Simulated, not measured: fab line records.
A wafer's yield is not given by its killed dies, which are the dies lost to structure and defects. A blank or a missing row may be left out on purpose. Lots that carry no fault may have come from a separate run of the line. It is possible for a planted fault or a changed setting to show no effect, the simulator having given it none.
A lot that was struck, set against a sound lot	flow gf180mcu	13 out of 602 route steps
Sound: these wafers, L496.1, L496.4, L496.5. Struck: wafers L510.4, L510.5, L510.6. The cause comes at the end.
Order at every step that has rows: each side's tool, ch and its chambers, its first start. Under that, the readings that differ: sound wafers	struck wafers	difference of the means	sigmas: that difference in standard deviations of wafers without a fault.
alike: readings with means less than 2 such deviations apart, plus words and numbers identical on both sides. not compared: withheld readings, readings lacking a value on some wafer, bounds such as >300 that could conceal the same value, and numbers that have no deviation in the record and whose values overlap.
A row with sigmas, a row that says differs or no value, or rows on one side alone: a step with any of these is where the two part. Numbers that don't overlap but have no deviation are shown without sigmas and don't part them. A reading that every wafer of one side lacks parts them only if that side has two wafers or more.

GF_SAB_OVL_MEAS_10:
  sound: overlay-01 at day 16 09:59; struck: overlay-01 at day 21 16:15
  alike: SAB_OVL
GF_SAB_ETCH_11: etches SiO2 in C4F8/O2/Ar, target depth 55 nm, time 8.5 s.
  sound on rie-diel-01 ch 1,2,3, day 16 10:01; struck on rie-diel-03 ch 2,3, day 21 16:16
  alike: oes-product-au
  not compared: rf-hours-counter-h
then, 1 step without rows for these wafers: GF_SAB_WET_ETCH_12 (etches SiO2 in dHF, target depth 22 nm, time 440 s).
GF_SAB_STRIP_13: strips in O2/N2.
  sound on plasma-asher-01 ch 0,1, day 16 10:10; struck on plasma-asher-01 ch 0,1, day 21 16:28
  alike: drypump-motor-current-A, heater-power-w, oes-product-au, strip-time-to-endpoint-s
  not compared: rf-hours-counter-h
then, 2 steps without rows for these wafers: GF_SALICIDE_CLEAN_00 (cleans in SC1/SC2, time 150 s); GF_SALICIDE_WET_ETCH_01 (etches SiO2 in dHF, target depth 5 nm, time 100 s).
GF_SALICIDE_SPUTTER_02: material Co, target thk 10 nm, time 20 s.
  sound: pvd-sputter-04 at day 16 10:22; struck: pvd-sputter-04 at day 21 16:38
  alike: throttle-valve-pct
GF_SALICIDE_SPUTTER_03: material TiN, target thk 20 nm, time 16.7 s.
  sound: pvd-sputter-04 at day 16 10:23; struck: pvd-sputter-04 at day 21 16:40
  alike: throttle-valve-pct
GF_SALICIDE_RS_MEAS_04: the measuring method here is four-point-probe.
  sound: film-metro-03 at day 16 10:25; struck: film-metro-01 at day 21 16:44
  alike: SALICIDE_TIN_RS
GF_SALICIDE_THK_MEAS_05: measures by xrf.
  sound: film-metro-03 at day 16 10:32; struck: film-metro-01 at day 21 16:50
  alike: SALICIDE_TIN_THK
GF_SALICIDE_RTA_06: time 30 s.
  sound on rtp-anneal-02 ch 0, day 16 10:35; struck on rtp-anneal-02 ch 0, day 21 16:55
reading	sound	struck	difference	sigmas
chamber-o2-ppm	1.931 1.961 1.960	1.991 2.000 2.006	+0.048	+2
  alike: anneal-temp-c-max, lamp-power-pct, wafer_temp_C_max
then, 1 step without rows for these wafers: GF_SALICIDE_WET_ETCH_07 (etches the open film in SPM, target depth 120 nm).
GF_SALICIDE_RTA_08: time 30 s.
  struck on rtp-anneal-01, day 21 17:06; sound on rtp-anneal-01 ch 0, day 16 10:47
  no value came back on the struck wafers for anneal-temp-c-max, chamber-o2-ppm, lamp-power-pct (%), wafer_temp_C_max; on the sound wafers anneal-temp-c-max reads 803.1 802.9 803.2

## WHERE THEY PART
First at GF_SALICIDE_RTA_06; last, within this record, at GF_SALICIDE_RTA_08.

WHY: the cause the simulator had injected
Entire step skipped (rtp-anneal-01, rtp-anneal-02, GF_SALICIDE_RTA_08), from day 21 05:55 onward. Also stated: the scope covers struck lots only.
